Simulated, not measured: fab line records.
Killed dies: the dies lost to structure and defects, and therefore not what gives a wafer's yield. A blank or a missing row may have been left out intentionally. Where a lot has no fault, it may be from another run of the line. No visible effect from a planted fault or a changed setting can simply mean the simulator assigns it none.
fab line records ; flow sky130
record lots=6; wafers=18; last_day=50
route steps=708 shown VT_ADJUST_LVTN@116 VT_ADJUST_NCORE@119
lots with no fault: from the same line, run without faults
start_h: start of the lot's first displayed wafer, in hours after the record's first day ; wait_h: time in hours since the lot's previous step ; " identical to the entry in the row above ; L1.1+2: several wafers, shown together as one row ; - either no value or no given start ; * or withheld: withheld ; < > ~ a bound
route shown NAME@n: NAME is a module with steps in the file, n the number in the route of the first one ; usual: mean/standard deviation taken from wafers without a fault ; same: alike in all rows ; chamber/n: place in a boat ; sites: each site's reading ; _std_site: how widely they spread, as a standard deviation ; _edge_site: the outer-site mean with the inner-site mean subtracted ; radius_mm: how far each site lies from the wafer's centre ; mask NAME#n: copy n ; behind: the tool/chamber that last shaped the wafer ; hold: why the lot was held/for how many hours/how that ended ; device: the transistor (n, p or np) that didn't switch ; end of line: the route-end tests of the same wafers ; a step with no rows: only its recipe ; killed: the dies lost at the first sort to structure and to defects; this is not the yield of the wafer ; map: the dies of a wafer, with x for killed, . for not killed, _ for no die there
set.NAME: the run value of the setting; set.NAME@STEP: its run value at that earlier step ; model.NAME: the simulator's own value behind a step, which no gauge read
a table for each step, a row for each wafer; lots at some steps of the route
services: a tool's chamber out of use, with start hour (start_h, from the record's first day; less than 0 if before it), hours out, and reason
## steps
# step SKY_VT_ADJUST_LVTN_IMPLANT_19
# recipe species=B; energy_kev=30; dose_cm2=6.5e+11; tilt_deg=withheld
# step SKY_VT_ADJUST_LVTN_STRIP_20
# recipe chemistry=O2/N2; power_w=1400; pressure_mtorr=1500; platen_temp_c=withheld; o2_flow_sccm=3000; n2_flow_sccm=300; overash_fraction=0.5
# usual drypump_motor_current_A=5.5/0.37; oes_product_au=0.715/0.0045; strip_time_to_endpoint_s=14.16/0.042
lot.wafer;tool;chamber;start_h;wait_h;drypump_motor_current_A;oes_product_au;rf_hours_counter_h;strip_time_to_endpoint_s
L880.2;plasma_asher-03;0;233.52;0.1;5.5;0.718;41;14.18
L880.5;plasma_asher-03;0;233.52;0.1;5.5;0.713;-;14.22
L880.6;plasma_asher-03;1;233.52;0.1;5.8;0.721;-;14.21
L881.2;plasma_asher-01;0;242.47;0.1;4.8;0.714;57;14.13
L881.3;plasma_asher-01;0;242.47;0.1;4.8;0.707;-;14.15
L881.5;plasma_asher-01;0;242.47;0.1;4.8;0.722;-;14.16
L887.2;plasma_asher-03;1;278.97;0.1;5.7;0.719;46;14.20
L887.4;plasma_asher-03;0;278.97;0.1;5.5;0.713;-;14.21
L887.6;plasma_asher-03;1;278.97;0.1;5.7;0.711;-;14.19
L888.1;plasma_asher-01;0;293.82;0.1;4.8;0.716;62;14.10
L888.2;plasma_asher-01;1;293.82;0.1;5.3;0.723;62;14.09
L888.5;plasma_asher-01;1;293.82;0.1;5.3;0.723;-;14.09
L890.3;plasma_asher-03;1;320.70;0.1;5.7;0.715;-;14.14
L890.5;plasma_asher-03;1;320.70;0.1;5.7;0.710;-;14.17
L890.6;plasma_asher-03;0;320.70;0.1;5.5;0.718;-;14.14
L892.1;plasma_asher-03;0;323.45;0.1;5.5;0.717;50;14.19
L892.4;plasma_asher-03;1;323.45;0.1;5.7;0.713;-;14.17
L892.5;plasma_asher-03;0;323.45;0.1;5.6;0.716;-;14.21
# step SKY_VT_ADJUST_LVTN_TW_MEAS_21
# usual VT_ADJUST_LVTN_2_TW=188.3/1.1
lot.wafer;tool;chamber;start_h;wait_h;VT_ADJUST_LVTN_2_TW
L880.2;film_metro-03;-;233.63;0.1;188.0
L880.5;film_metro-03;-;233.63;0.1;188.7
L880.6;film_metro-03;-;233.63;0.1;187.4
L881.2;film_metro-02;-;242.58;0.1;188.7
L881.3;film_metro-02;-;242.58;0.1;188.5
L881.5;film_metro-02;-;242.58;0.1;189.7
L887.2;film_metro-03;-;279.08;0.1;186.3
L887.4;film_metro-03;-;279.08;0.1;186.1
L887.6;film_metro-03;-;279.08;0.1;186.6
L888.1;film_metro-01;-;293.92;0.1;189.5
L888.2;film_metro-01;-;293.92;0.1;189.1
L888.5;film_metro-01;-;293.92;0.1;188.4
L890.3;film_metro-03;-;320.78;0.1;185.9
L890.5;film_metro-03;-;320.78;0.1;186.6
L890.6;film_metro-03;-;320.78;0.1;186.9
L892.1;film_metro-03;-;323.55;0.1;186.7
L892.4;film_metro-03;-;323.55;0.1;187.0
L892.5;film_metro-03;-;323.55;0.1;186.4
# step SKY_VT_ADJUST_NCORE_DEHYDRATE_00
# recipe temp_c=200; time_s=60
# step SKY_VT_ADJUST_NCORE_HMDS_01
# recipe prime_time_s=60; prime_temp_c=120
# step SKY_VT_ADJUST_NCORE_COAT_02
# recipe resist=NOVOLAK; spin_rpm=3000; resist_thk_nm=1140
# step SKY_VT_ADJUST_NCORE_SOFTBAKE_03
# recipe temp_c=90; time_s=60; resist=NOVOLAK
# step SKY_VT_ADJUST_NCORE_EXPOSE_04
# recipe mask_id=LVTN_COMPLEMENT_THIN; na=0.6; source_shape=conventional; sigma_outer=0.6; polarization=unpolarized; target_cd_nm=380; dose_mj=139
# step SKY_VT_ADJUST_NCORE_PEB_05
# recipe temp_c=withheld; time_s=*; resist=NOVOLAK
# step SKY_VT_ADJUST_NCORE_DEVELOP_06
# recipe resist=NOVOLAK; developer=TMAH; develop_time_s=60; dev_temp_c=23
# step SKY_VT_ADJUST_NCORE_CD_MEAS_07
# recipe target_cd_nm=380
# usual cd_nm=379.5/2.3
lot.wafer;tool;chamber;start_h;wait_h;cd_nm
L880.2;cd_sem-02;-;257.61;0.1;375.2
L880.5;cd_sem-02;-;257.61;0.1;374.3
L880.6;cd_sem-02;-;257.61;0.1;374.9
L881.2;cd_sem-01;-;266.66;0.1;382.0
L881.3;cd_sem-01;-;266.66;0.1;380.9
L881.5;cd_sem-01;-;266.66;0.1;381.7
L887.2;cd_sem-02;-;304.46;0.1;377.8
L887.4;cd_sem-02;-;304.46;0.1;378.7
L887.6;cd_sem-02;-;304.46;0.1;379.5
L888.1;cd_sem-01;-;319.74;0.1;374.8
L888.2;cd_sem-01;-;319.74;0.1;379.1
L888.5;cd_sem-01;-;319.74;0.1;379.9
L890.3;cd_sem-01;-;347.12;0.1;382.8
L890.5;cd_sem-01;-;347.12;0.1;379.9
L890.6;cd_sem-01;-;347.12;0.1;380.0
L892.1;cd_sem-02;-;350.43;0.1;377.6
L892.4;cd_sem-02;-;350.43;0.1;382.3
L892.5;cd_sem-02;-;350.43;0.1;381.2
# step SKY_VT_ADJUST_NCORE_OVL_MEAS_08
# usual VT_ADJUST_NCORE_OVL=1.0/1.6
lot.wafer;tool;chamber;start_h;wait_h;VT_ADJUST_NCORE_OVL[nm]
L880.2;overlay-02;-;257.71;0.1;2.7
L880.5;overlay-02;-;257.71;0.1;2.1
L880.6;overlay-02;-;257.71;0.1;2.1
L881.2;overlay-01;-;266.76;0.1;2.6
L881.3;overlay-01;-;266.76;0.1;1.9
L881.5;overlay-01;-;266.76;0.1;2.4
L887.2;overlay-02;-;304.56;0.1;-0.1
L887.4;overlay-02;-;304.56;0.1;1.2
L887.6;overlay-02;-;304.56;0.1;-1.3
L888.1;overlay-01;-;319.86;0.1;0.8
L888.2;overlay-01;-;319.86;0.1;1.1
L888.5;overlay-01;-;319.86;0.1;0.3
L890.3;overlay-02;-;347.21;0.1;-3.2
L890.5;overlay-02;-;347.21;0.1;-2.5
L890.6;overlay-02;-;347.21;0.1;-3.5
L892.1;overlay-02;-;350.55;0.1;1.4
L892.4;overlay-02;-;350.55;0.1;3.1
L892.5;overlay-02;-;350.55;0.1;1.4
# step SKY_VT_ADJUST_NCORE_IMPLANT_09
# recipe species=B; energy_kev=10; dose_cm2=2.4e+12; tilt_deg=withheld
# usual dose_ions_cm2=2.4001e+12/2.9e+09; faraday_current_uA=13.54/0.25
lot.wafer;tool;chamber;start_h;wait_h;dose_ions_cm2;faraday_current_uA
L880.2;implanter-03;0;257.77;0.0;2.4025e+12;13.61
L880.5;implanter-03;0;257.77;0.0;2.4011e+12;13.36
L880.6;implanter-03;0;257.77;0.0;2.3988e+12;13.35
L881.2;implanter-02;0;266.82;0.0;2.402e+12;13.59
L881.3;implanter-02;0;266.82;0.0;2.3928e+12;13.23
L881.5;implanter-02;0;266.82;0.0;2.3974e+12;13.93
L887.2;implanter-02;0;304.62;0.0;2.3473e+12;13.56
L887.4;implanter-02;0;304.62;0.0;2.3484e+12;13.58
L887.6;implanter-02;0;304.62;0.0;2.3496e+12;13.20
L888.1;implanter-04;0;319.89;0.0;2.4009e+12;13.00
L888.2;implanter-04;0;319.89;0.0;2.4025e+12;13.31
L888.5;implanter-04;0;319.89;0.0;2.4015e+12;13.89
L890.3;implanter-02;0;347.28;0.1;2.3465e+12;12.77
L890.5;implanter-02;0;347.28;0.1;2.3429e+12;13.06
L890.6;implanter-02;0;347.28;0.1;2.3411e+12;13.38
L892.1;implanter-04;0;350.58;0.0;2.4025e+12;13.62
L892.4;implanter-04;0;350.58;0.0;2.4013e+12;13.58
L892.5;implanter-04;0;350.58;0.0;2.3983e+12;13.54
# step SKY_VT_ADJUST_NCORE_STRIP_10
# recipe chemistry=O2/N2; power_w=1400; pressure_mtorr=1500; platen_temp_c=withheld; o2_flow_sccm=3000; n2_flow_sccm=300; overash_fraction=0.5
# usual drypump_motor_current_A=5.5/0.48; oes_product_au=0.716/0.0042; strip_time_to_endpoint_s=14.18/0.039
lot.wafer;tool;chamber;start_h;wait_h;drypump_motor_current_A;oes_product_au;rf_hours_counter_h;strip_time_to_endpoint_s
L880.2;plasma_asher-04;1;257.89;0.1;6.0;0.719;57;14.20
L880.5;plasma_asher-04;1;257.89;0.1;6.0;0.712;-;14.22
L880.6;plasma_asher-04;0;257.89;0.1;6.1;0.714;-;14.16
L881.2;plasma_asher-04;1;266.94;0.1;6.0;0.719;58;14.19
L881.3;plasma_asher-04;1;266.94;0.1;6.0;0.716;-;14.19
L881.5;plasma_asher-04;0;266.94;0.1;6.1;0.713;-;14.22
L887.2;plasma_asher-04;0;304.74;0.1;6.1;0.710;62;14.11
L887.4;plasma_asher-04;1;304.74;0.1;6.0;0.709;-;14.12
L887.6;plasma_asher-04;0;304.74;0.1;6.1;0.726;-;14.10
L888.1;plasma_asher-01;1;320.04;0.1;5.3;0.697;64;14.16
L888.2;plasma_asher-01;0;320.04;0.1;4.8;0.715;64;14.20
L888.5;plasma_asher-01;1;320.04;0.1;5.3;0.714;-;14.14
L890.3;plasma_asher-02;1;347.41;0.1;5.6;0.717;-;14.19
L890.5;plasma_asher-02;1;347.41;0.1;5.6;0.721;-;14.16
L890.6;plasma_asher-02;0;347.41;0.1;5.0;0.718;-;14.20
L892.1;plasma_asher-01;1;350.73;0.1;5.3;0.716;67;14.17
L892.4;plasma_asher-01;1;350.73;0.1;5.3;0.716;-;14.17
L892.5;plasma_asher-01;1;350.73;0.1;5.3;0.709;-;14.15
## services
tool;chamber;start_h;hours;kind
plasma_asher-04;-;234.66;15.0;repair
implanter-02;-;236.28;3.6;pm
implanter-02;-;254.24;10.4;repair
implanter-04;-;263.54;2.3;repair
implanter-02;-;264.36;1.0;repair
implanter-02;-;283.17;1.0;repair
implanter-03;-;293.88;17.8;pm
implanter-03;-;314.17;5.1;repair
plasma_asher-04;-;336.06;1.0;repair
plasma_asher-03;-;346.03;2.8;pm
implanter-02;-;348.22;2.6;repair
## key
first_sign step=SKY_VT_ADJUST_NCORE_IMPLANT_09; reading=dose_ions_cm2; direction=down; sigmas=18; usual=*; struck=*
effect none on later readings
met_at SKY_VT_ADJUST_NCORE_IMPLANT_09
struck_wafers L887.2,L887.4,L887.6,L890.3,L890.5,L890.6
tester_left_out L887,L890
onset_between 266.82 304.62
fault kind=process_parameter_drift; tool=implanter-02; chamber=-; onset_h=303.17; steps=SKY_VT_ADJUST_NCORE_IMPLANT_09; channel=dose_cm2; offset=*; shape=step; end_h=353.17; acts_in=*; stated=*
# tester_left_out: of these lots the tester's yield and bins aren't shown, on N5 and GAA mostly nor the transistor test; their killed dies are dies lost to structure and defects alone, not to doping, threshold or leakage, so they don't give the yield
